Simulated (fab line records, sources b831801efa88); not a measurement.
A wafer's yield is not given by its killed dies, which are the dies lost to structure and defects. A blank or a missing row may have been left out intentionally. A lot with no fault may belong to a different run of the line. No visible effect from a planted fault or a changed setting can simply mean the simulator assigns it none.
fab line records ; flow sfq_line ; part 2 of 2: steps 25 to 34 of 34
record lots=5; wafers=15; last_day=86
route steps=325 shown C5@244 M6@251 I6@266
lots with no fault: from the same line, run without faults
start_h: start of the lot's first displayed wafer, in hours after the record's first day ; wait_h: hours elapsed since this lot's preceding step ; " unchanged from the row above ; L1.1+2: a row that stands for several wafers ; - value missing, or start not given ; * or withheld: withheld ; < > ~ a bound
route shown NAME@n: names a module that has steps shown in the file, with the first one's number in the route ; usual: mean and standard deviation over wafers with no fault ; same: alike in all rows ; chamber/n: place in a boat ; sites: readings site by site ; _std_site: standard deviation of those values ; _edge_site: mean of outer sites minus mean of inner sites ; radius_mm: for every site, how far away it sits from the centre of the wafer ; mask NAME#n: copy n ; behind: tool/chamber where the wafer was last shaped ; hold: what put the lot on hold/how long, in hours/how the hold closed ; device: which transistor (n, p or np) failed to switch ; end of line: the same wafers' tests at the end of the route ; for a step that has no rows: nothing shown but its recipe ; killed: dies that structure and defects cost at the first sort, which is not the same as the wafer's yield ; map: per-die view of a wafer (x killed, . not killed, _ where there is no die)
set.NAME: the run value of the setting; set.NAME@STEP: its run value at that earlier step ; model.NAME: the simulator's own value behind a step, which no gauge read
a table for each step, a row for each wafer; lots at some steps of the route
services: when a tool's chamber went out of use (start_h, in hours from the record's first day, below 0 if earlier), for how many hours, and the reason
## steps
# step SFQ_TRILAYER_I6_METRO_MEASURE_167
# usual thk_nm=200.2/1.1
lot.wafer;tool;chamber;start_h;wait_h;thk_nm
L084.1;film_metro-03;-;1813.91;0.1;198.5
L084.2;film_metro-03;-;1813.91;0.1;199.1
L084.5;film_metro-03;-;1813.91;0.1;198.4
L086.1;film_metro-01;-;1818.73;0.1;200.3
L086.4;film_metro-01;-;1818.73;0.1;201.4
L086.5;film_metro-01;-;1818.73;0.1;201.5
L091.2;film_metro-02;-;1833.20;0.3;201.8
L091.4;film_metro-02;-;1833.20;0.3;200.9
L091.5;film_metro-02;-;1833.20;0.3;201.3
L092.1;film_metro-02;-;1839.64;0.1;200.7
L092.3;film_metro-02;-;1839.64;0.1;199.4
L092.4;film_metro-02;-;1839.64;0.1;200.5
L093.1;film_metro-02;-;1845.64;0.1;200.4
L093.2;film_metro-02;-;1845.64;0.1;200.6
L093.5;film_metro-02;-;1845.64;0.1;198.9
# step SFQ_TRILAYER_I6_VIA_LITHO_COAT_174
# recipe resist=BARC; spin_rpm=3000; resist_thk_nm=62
# usual chill_plate_temp_C=23.04/0.1
lot.wafer;tool;chamber;start_h;wait_h;chill_plate_temp_C
L084.1;litho_track-02;0;1815.11;1.0;22.97
L084.2;litho_track-02;0;1815.11;1.0;22.85
L084.5;litho_track-02;0;1815.11;1.0;23.01
L086.1;litho_track-01;0;1819.93;1.0;22.78
L086.4;litho_track-01;0;1819.93;1.0;22.93
L086.5;litho_track-01;0;1819.93;1.0;22.96
L091.2;litho_track-01;0;1834.25;0.8;23.16
L091.4;litho_track-01;0;1834.25;0.8;23.15
L091.5;litho_track-01;0;1834.25;0.8;23.03
L092.1;litho_track-01;0;1840.84;1.0;22.97
L092.3;litho_track-01;0;1840.84;1.0;22.93
L092.4;litho_track-01;0;1840.84;1.0;23.07
L093.1;litho_track-04;0;1846.84;1.0;22.73
L093.2;litho_track-04;0;1846.84;1.0;22.84
L093.5;litho_track-04;0;1846.84;1.0;22.73
# step SFQ_TRILAYER_I6_VIA_LITHO_COAT_169
# recipe resist=KrF; spin_rpm=3000; resist_thk_nm=650
# usual chill_plate_temp_C=22.99/0.1
lot.wafer;tool;chamber;start_h;wait_h;chill_plate_temp_C
L084.1;litho_track-02;0;1815.41;0.2;23.06
L084.2;litho_track-02;0;1815.41;0.2;23.08
L084.5;litho_track-02;0;1815.41;0.2;22.97
L086.1;litho_track-01;0;1820.23;0.2;22.94
L086.4;litho_track-01;0;1820.23;0.2;23.02
L086.5;litho_track-01;0;1820.23;0.2;23.25
L091.2;litho_track-01;0;1834.55;0.2;22.84
L091.4;litho_track-01;0;1834.55;0.2;22.89
L091.5;litho_track-01;0;1834.55;0.2;23.04
L092.1;litho_track-01;0;1841.14;0.2;22.87
L092.3;litho_track-01;0;1841.14;0.2;23.05
L092.4;litho_track-01;0;1841.14;0.2;23.10
L093.1;litho_track-04;0;1847.14;0.2;22.83
L093.2;litho_track-04;0;1847.14;0.2;22.96
L093.5;litho_track-04;0;1847.14;0.2;22.84
# step SFQ_TRILAYER_I6_VIA_LITHO_SOFTBAKE_173
# recipe temp_c=withheld; time_s=withheld; resist=KrF
# usual chill_plate_temp_C=*
lot.wafer;tool;chamber;start_h;wait_h;chill_plate_temp_C
L084.1;litho_track-02;0;1815.71;0.2;*
L084.2;litho_track-02;0;1815.71;0.2;*
L084.5;litho_track-02;0;1815.71;0.2;*
L086.1;litho_track-01;0;1820.53;0.2;*
L086.4;litho_track-01;0;1820.53;0.2;*
L086.5;litho_track-01;0;1820.53;0.2;*
L091.2;litho_track-01;0;1834.82;0.2;*
L091.4;litho_track-01;0;1834.82;0.2;*
L091.5;litho_track-01;0;1834.82;0.2;*
L092.1;litho_track-01;0;1841.44;0.2;*
L092.3;litho_track-01;0;1841.44;0.2;*
L092.4;litho_track-01;0;1841.44;0.2;*
L093.1;litho_track-04;0;1847.44;0.2;*
L093.2;litho_track-04;0;1847.44;0.2;*
L093.5;litho_track-04;0;1847.44;0.2;*
# step SFQ_TRILAYER_I6_VIA_LITHO_EXPOSE_170
# recipe mask_id=I6; na=0.6; source_shape=conventional; sigma_outer=0.65; target_cd_nm=700; dose_mj=21.3
lot.wafer;tool;chamber;start_h;wait_h;mask
L084.1+2+5;krf_scanner-01;0;1816.50;-;I6#0
L086.1+4+5;krf_scanner-01;0;1823.70;-;I6#0
L091.2+4+5;krf_scanner-01;0;1839.50;-;I6#0
L092.1+3+4;krf_scanner-01;0;1844.10;-;I6#0
L093.1+2+5;krf_scanner-01;0;1850.85;-;I6#0
# step SFQ_TRILAYER_I6_VIA_LITHO_PEB_172
# recipe peb_temp_c=115; peb_time_s=60; resist=KrF
# usual chill_plate_temp_C=23.02/0.098
lot.wafer;tool;chamber;start_h;wait_h;chill_plate_temp_C
L084.1;litho_track-02;0;1817.70;1.0;23.10
L084.2;litho_track-02;0;1817.70;1.0;23.00
L084.5;litho_track-02;0;1817.70;1.0;22.99
L086.1;litho_track-02;0;1824.90;1.0;23.11
L086.4;litho_track-02;0;1824.90;1.0;23.09
L086.5;litho_track-02;0;1824.90;1.0;23.09
L091.2;litho_track-02;0;1840.53;0.8;23.08
L091.4;litho_track-02;0;1840.53;0.8;22.95
L091.5;litho_track-02;0;1840.53;0.8;23.08
L092.1;litho_track-02;0;1845.30;1.0;22.94
L092.3;litho_track-02;0;1845.30;1.0;22.77
L092.4;litho_track-02;0;1845.30;1.0;22.92
L093.1;litho_track-02;0;1852.05;1.0;22.94
L093.2;litho_track-02;0;1852.05;1.0;22.97
L093.5;litho_track-02;0;1852.05;1.0;23.02
# step SFQ_TRILAYER_I6_VIA_LITHO_DEVELOP_171
# recipe time_s=60; resist=KrF
# usual chill_plate_temp_C=22.97/0.11
lot.wafer;tool;chamber;start_h;wait_h;chill_plate_temp_C
L084.1;litho_track-02;0;1817.85;0.1;22.96
L084.2;litho_track-02;0;1817.85;0.1;22.91
L084.5;litho_track-02;0;1817.85;0.1;22.89
L086.1;litho_track-02;0;1825.05;0.1;22.97
L086.4;litho_track-02;0;1825.05;0.1;23.04
L086.5;litho_track-02;0;1825.05;0.1;22.92
L091.2;litho_track-02;0;1840.68;0.1;22.60
L091.4;litho_track-02;0;1840.68;0.1;22.87
L091.5;litho_track-02;0;1840.68;0.1;22.97
L092.1;litho_track-02;0;1845.45;0.1;22.89
L092.3;litho_track-02;0;1845.45;0.1;23.01
L092.4;litho_track-02;0;1845.45;0.1;22.98
L093.1;litho_track-02;0;1852.20;0.1;23.23
L093.2;litho_track-02;0;1852.20;0.1;23.10
L093.5;litho_track-02;0;1852.20;0.1;22.91
# step SFQ_I6_OVL_MEAS_942
# usual I6_OVL=1/5.1
lot.wafer;tool;chamber;start_h;wait_h;I6_OVL[nm]
L084.1;overlay-02;-;1818.00;0.1;-3
L084.2;overlay-02;-;1818.00;0.1;7
L084.5;overlay-02;-;1818.00;0.1;-5
L086.1;overlay-02;-;1825.20;0.1;1
L086.4;overlay-02;-;1825.20;0.1;6
L086.5;overlay-02;-;1825.20;0.1;0
L091.2;overlay-02;-;1840.81;0.1;0
L091.4;overlay-02;-;1840.81;0.1;-1
L091.5;overlay-02;-;1840.81;0.1;-3
L092.1;overlay-02;-;1845.60;0.1;-2
L092.3;overlay-02;-;1845.60;0.1;-5
L092.4;overlay-02;-;1845.60;0.1;4
L093.1;overlay-02;-;1852.35;0.1;9
L093.2;overlay-02;-;1852.35;0.1;10
L093.5;overlay-02;-;1852.35;0.1;3
# step SFQ_TRILAYER_I6_VIA_BARC_OPEN_VIA_ETCH_235
# recipe mask_material=PR; chemistry=O2; target_depth_nm=125; target=BARC; source_w=500; bias_w=80; pressure_mtorr=30; time_s=41.7
# usual drypump_motor_current_A=5.9/0.48; oes_product_au=0.686/0.0046
lot.wafer;tool;chamber;start_h;wait_h;drypump_motor_current_A;oes_product_au;rf_hours_counter_h
L084.1;rie_diel-04;3;1818.04;0.0;6.2;0.683;13
L084.2;rie_diel-04;0;1818.04;0.0;6.5;0.688;5
L084.5;rie_diel-04;1;1818.04;0.0;5.7;0.689;-
L086.1;rie_diel-03;0;1825.24;0.0;5.8;0.685;2
L086.4;rie_diel-03;3;1825.24;0.0;4.8;0.682;14
L086.5;rie_diel-03;0;1825.24;0.0;5.7;0.695;-
L091.2;rie_diel-04;3;1840.84;0.0;6.2;0.688;14
L091.4;rie_diel-04;0;1840.84;0.0;6.6;0.683;6
L091.5;rie_diel-04;1;1840.84;0.0;5.7;0.688;-
L092.1;rie_diel-02;2;1845.64;0.0;6.0;0.680;12
L092.3;rie_diel-02;0;1845.64;0.0;5.8;0.691;16
L092.4;rie_diel-02;3;1845.64;0.0;5.6;0.681;-
L093.1;rie_diel-04;1;1852.39;0.0;5.7;0.686;5
L093.2;rie_diel-04;2;1852.39;0.0;6.2;0.689;13
L093.5;rie_diel-04;0;1852.39;0.0;6.5;0.685;-
# step SFQ_TRILAYER_I6_VIA_ETCH_VIA_ETCH_172
# recipe target=SiO2; stop_on=Nb; mask_material=PR; taper_deg=20; chemistry=CHF3; target_depth_nm=260; source_w=500; bias_w=80; pressure_mtorr=30; time_s=withheld
# usual drypump_motor_current_A=5.9/0.48; oes_product_au=0.855/0.0051
lot.wafer;tool;chamber;start_h;wait_h;drypump_motor_current_A;oes_product_au
L084.1;rie_diel-04;3;1818.08;0.0;6.3;0.855
L084.2;rie_diel-04;0;1818.08;0.0;6.6;0.852
L084.5;rie_diel-04;1;1818.08;0.0;5.7;0.857
L086.1;rie_diel-03;0;1825.28;0.0;5.7;0.853
L086.4;rie_diel-03;3;1825.28;0.0;4.8;0.854
L086.5;rie_diel-03;0;1825.28;0.0;5.7;0.861
L091.2;rie_diel-04;3;1840.88;0.0;6.3;0.865
L091.4;rie_diel-04;0;1840.88;0.0;6.5;0.858
L091.5;rie_diel-04;1;1840.88;0.0;5.7;0.860
L092.1;rie_diel-02;2;1845.68;0.0;6.0;0.862
L092.3;rie_diel-02;0;1845.68;0.0;5.8;0.853
L092.4;rie_diel-02;3;1845.68;0.0;5.6;0.859
L093.1;rie_diel-04;1;1852.43;0.0;5.7;0.850
L093.2;rie_diel-04;2;1852.43;0.0;6.2;0.849
L093.5;rie_diel-04;0;1852.43;0.0;6.6;0.846
## services
tool;chamber;start_h;hours;kind
cmp-01;-;1778.31;-;consumable_replace:conditioner
rie_diel-02;1;1786.85;12.7;repair
pvd_sputter-03;3;1792.11;-;consumable_replace:kit
pvd_sputter-03;3;1792.11;18.0;scheduled_down
pvd_sputter-03;3;1792.11;18.0;vent_cycle
film_metro-03;-;1810.93;2.2;pm
rie_diel-02;0;1815.79;9.2;repair
rie_metal-02;-;1816.02;0.1;repair
rie_metal-03;-;1817.67;0.1;repair
pvd_sputter-04;-;1817.90;0.5;repair
film_metro-01;-;1819.93;0.6;pm
pecvd-02;0;1831.21;6.1;repair
film_metro-02;-;1831.83;1.0;pm
cmp-01;-;1832.88;4.9;pm
rie_diel-02;1;1833.61;-;clean
rie_diel-02;1;1833.61;23.3;scheduled_down
rie_diel-02;1;1833.61;23.3;vent_cycle
film_metro-02;-;1837.59;0.6;pm
film_metro-01;-;1839.30;2.4;pm
rie_diel-02;0;1842.68;2.2;repair
film_metro-02;-;1844.42;0.7;pm
rie_diel-03;2;1846.68;1.2;repair
rie_metal-02;-;1847.14;1.4;pm
film_metro-03;-;1850.71;0.7;pm
